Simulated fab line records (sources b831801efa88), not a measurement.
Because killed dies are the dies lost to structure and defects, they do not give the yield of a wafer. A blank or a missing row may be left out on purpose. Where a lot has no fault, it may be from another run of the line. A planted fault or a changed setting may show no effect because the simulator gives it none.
Which of the tools did it? | flow gf180mcu | 24 lots with 72 wafers sampled at 4 steps, on a route of 602 steps

WHAT THE GAUGES READ, wafer by wafer
GF_V2_CD_MEAS_14: target cd 260 nm.
lot  | measured     | on        | cd-nm (nm)
L074 | day 20 15:06 | cd-sem-02 | 260.4 260.5 259.5
L075 | day 21 03:23 | cd-sem-01 | 261.4 260.5 261.9
L076 | day 21 07:07 | cd-sem-01 | 262.5 262.9 262.7
L077 | day 21 18:20 | cd-sem-02 | 261.7 261.4 261.1
L078 | day 22 00:06 | cd-sem-01 | 259.8 262.4 261.6
L079 | day 22 09:49 | cd-sem-01 | 259.2 260.7 259.2
L080 | day 22 16:37 | cd-sem-01 | 260.0 260.7 258.8
L081 | day 22 21:34 | cd-sem-02 | 260.1 261.3 261.1
L082 | day 23 12:46 | cd-sem-02 | 260.7 260.3 260.2
L083 | day 23 19:19 | cd-sem-02 | 258.0 258.4 259.0
L084 | day 23 23:40 | cd-sem-01 | 258.9 258.2 258.4
L085 | day 24 12:01 | cd-sem-01 | 258.8 259.9 258.6
L086 | day 24 15:34 | cd-sem-01 | 259.7 260.8 259.6
L087 | day 25 03:05 | cd-sem-01 | 259.0 260.2 261.1
L088 | day 25 10:16 | cd-sem-01 | 260.4 261.7 261.5
L089 | day 25 13:23 | cd-sem-02 | 260.8 261.2 260.2
L090 | day 25 21:10 | cd-sem-02 | 261.0 262.0 261.0
L091 | day 26 06:31 | cd-sem-01 | 259.9 260.0 258.4
L092 | day 26 11:55 | cd-sem-01 | 258.9 258.8 259.8
L093 | day 26 22:59 | cd-sem-02 | 260.5 259.6 259.8
L094 | day 27 02:47 | cd-sem-01 | 262.5 263.1 261.8
L095 | day 27 09:16 | cd-sem-01 | 259.7 261.0 260.3
L096 | day 27 15:47 | cd-sem-02 | 260.1 260.1 260.2
L097 | day 28 00:05 | cd-sem-02 | 259.8 259.7 258.8

GF_V3_THK_MEAS_01.
lot  | measured     | on            | V3_CVD_00_THK (nm)
L074 | day 21 17:56 | film-metro-04 | 594 590 591
L075 | day 22 05:35 | film-metro-02 | 607 599 600
L076 | day 22 09:21 | film-metro-04 | 610 598 595
L077 | day 22 20:16 | film-metro-04 | 606 599 604
L078 | day 23 01:50 | film-metro-03 | 589 592 589
L079 | day 23 12:34 | film-metro-04 | 600 596 605
L080 | day 23 18:18 | film-metro-02 | 604 593 610
L081 | day 23 22:43 | film-metro-02 | 603 603 598
L082 | day 24 13:43 | film-metro-02 | 609 607 611
L083 | day 24 19:58 | film-metro-02 | 602 591 599
L084 | day 25 00:10 | film-metro-03 | 606 599 608
L085 | day 25 11:29 | film-metro-02 | 619 618 618
L086 | day 25 15:46 | film-metro-04 | 608 599 612
L087 | day 26 03:01 | film-metro-02 | 592 589 587
L088 | day 26 10:06 | film-metro-04 | 599 611 599
L089 | day 26 13:32 | film-metro-02 | 602 594 599
L090 | day 26 20:44 | film-metro-03 | 604 605 603
L091 | day 27 05:45 | film-metro-03 | 603 598 597
L092 | day 27 10:36 | film-metro-03 | 601 603 597
L093 | day 27 22:10 | film-metro-02 | 598 600 608
L094 | day 28 01:56 | film-metro-02 | 607 602 610
L095 | day 28 08:08 | film-metro-03 | 597 601 609
L096 | day 28 14:47 | film-metro-02 | 598 594 602
L097 | day 28 22:01 | film-metro-02 | 608 607 603

GF_V3_RS_MEAS_24: uses a four-point probe to measure.
lot  | measured     | on            | V3_W_RS (ohm/sq)
L074 | day 22 19:04 | film-metro-03 | 0.3297 0.3312 0.3296
L075 | day 23 06:40 | film-metro-03 | 0.3264 0.3331 0.3307
L076 | day 23 11:08 | film-metro-03 | 0.3271 0.3319 0.3273
L077 | day 23 21:01 | film-metro-02 | 0.3313 0.3290 0.3276
L078 | day 24 02:37 | film-metro-04 | 0.3311 0.3248 0.3271
L079 | day 24 12:35 | film-metro-02 | 0.3276 0.3282 0.3292
L080 | day 24 18:10 | film-metro-04 | 0.3300 0.3308 0.3304
L081 | day 24 22:04 | film-metro-04 | 0.3273 0.3328 0.3320
L082 | day 25 12:58 | film-metro-04 | 0.3354 0.3320 0.3321
L083 | day 25 18:28 | film-metro-02 | 0.3279 0.3298 0.3318
L084 | day 25 22:52 | film-metro-02 | 0.3261 0.3304 0.3302
L085 | day 26 10:22 | film-metro-03 | 0.3297 0.3292 0.3300
L086 | day 26 14:14 | film-metro-03 | 0.3290 0.3314 0.3286
L087 | day 27 01:39 | film-metro-02 | 0.3267 0.3289 0.3252
L088 | day 27 08:09 | film-metro-04 | 0.3306 0.3297 0.3274
L089 | day 27 11:11 | film-metro-03 | 0.3321 0.3330 0.3242
L090 | day 27 18:53 | film-metro-03 | 0.3310 0.3273 0.3294
L091 | day 28 03:49 | film-metro-02 | 0.3294 0.3307 0.3282
L092 | day 28 07:40 | film-metro-02 | 0.3243 0.3293 0.3296
L093 | day 28 19:20 | film-metro-04 | 0.3284 0.3295 0.3347
L094 | day 28 23:13 | film-metro-04 | 0.3354 0.3409 0.3344
L095 | day 29 04:47 | film-metro-02 | 0.3310 0.3321 0.3308
L096 | day 29 11:49 | film-metro-02 | 0.3264 0.3295 0.3234
L097 | day 29 18:50 | film-metro-02 | 0.3301 0.3344 0.3313

EACH LOT AND THE TOOL THAT RAN IT (in order: tool; ch and the chambers of the sampled wafers; start)
lot  | GF_V3_CVD_02
L074 | pecvd-02 ch 0,1,2, day 21 17:59
L075 | pecvd-04 ch 0,1,2, day 22 05:38
L076 | pecvd-04 ch 0,1, day 22 09:25
L077 | pecvd-03 ch 0,2, day 22 20:19
L078 | pecvd-03 ch 0,2, day 23 01:53
L079 | pecvd-02 ch 1,2, day 23 12:36
L080 | pecvd-03 ch 0,1,2, day 23 18:20
L081 | pecvd-03 ch 1,2, day 23 22:45
L082 | pecvd-02 ch 0,1,2, day 24 13:46
L083 | pecvd-02 ch 0,1,2, day 24 20:02
L084 | pecvd-04 ch 1,2, day 25 00:14
L085 | pecvd-04 ch 0,2, day 25 11:32
L086 | pecvd-03 ch 0,2, day 25 15:50
L087 | pecvd-02 ch 1,2, day 26 03:04
L088 | pecvd-02 ch 0,1, day 26 10:11
L089 | pecvd-04 ch 0,1,2, day 26 13:35
L090 | pecvd-04 ch 0,2, day 26 20:47
L091 | pecvd-04 ch 0,1, day 27 05:49
L092 | pecvd-03 ch 0,1,2, day 27 10:40
L093 | pecvd-04 ch 1,2, day 27 22:13
L094 | pecvd-04 ch 0,1,2, day 28 01:59
L095 | pecvd-03 ch 0,2, day 28 08:12
L096 | pecvd-04 ch 0,1,2, day 28 14:51
L097 | pecvd-03 ch 0,2, day 28 22:05
- GF_V3_CVD_02: deposits SiO2 from TEOS, target thk 850 nm, time 94.851 s.

WHAT THE TOOLS THEMSELVES READ (means of the sampled wafers that have a number; where no wafer has one, the mark that the record gives instead)
GF_V3_CVD_02.
lot  | tool     | heater-power-w (W)
L074 | pecvd-02 | 748
L075 | pecvd-04 | 709
L076 | pecvd-04 | 814
L077 | pecvd-03 | 647
L078 | pecvd-03 | 682
L079 | pecvd-02 | 726
L080 | pecvd-03 | 666
L081 | pecvd-03 | 610
L082 | pecvd-02 | 708
L083 | pecvd-02 | 717
L084 | pecvd-04 | 585
L085 | pecvd-04 | 622
L086 | pecvd-03 | 652
L087 | pecvd-02 | 728
L088 | pecvd-02 | 613
L089 | pecvd-04 | 685
L090 | pecvd-04 | 599
L091 | pecvd-04 | 704
L092 | pecvd-03 | 715
L093 | pecvd-04 | 658
L094 | pecvd-04 | 680
L095 | pecvd-03 | 733
L096 | pecvd-04 | 654
L097 | pecvd-03 | 764

THE ANSWER, worked out from the rows above alone
Rule: usual is defined by the lots themselves. The widest of any qualifying gaps counts: lots, ordered by their means at a reading, are off when they make up no more than a third of the lots, leave a main group of 4 or more, and stand apart from it by 3 or more times the standard deviation of that group's means. A main group is skipped when, at the precision printed for the reading in the tables above, its means are all equal. A lot without any number at a reading at which 4 lots or more have one is off too. Any other lot the step has rows for is counted as sound. The gauges are gone through in route order, then the tools' own readings, and for those a lot's mean is taken as printed above. At the first step where some lot is off, the reading lying furthest off is the one used; lots without a number count as furthest.
Across all readings shown, no lot is off: no conclusion can be drawn from this.

WHAT THE SIMULATOR HAD INSERTED
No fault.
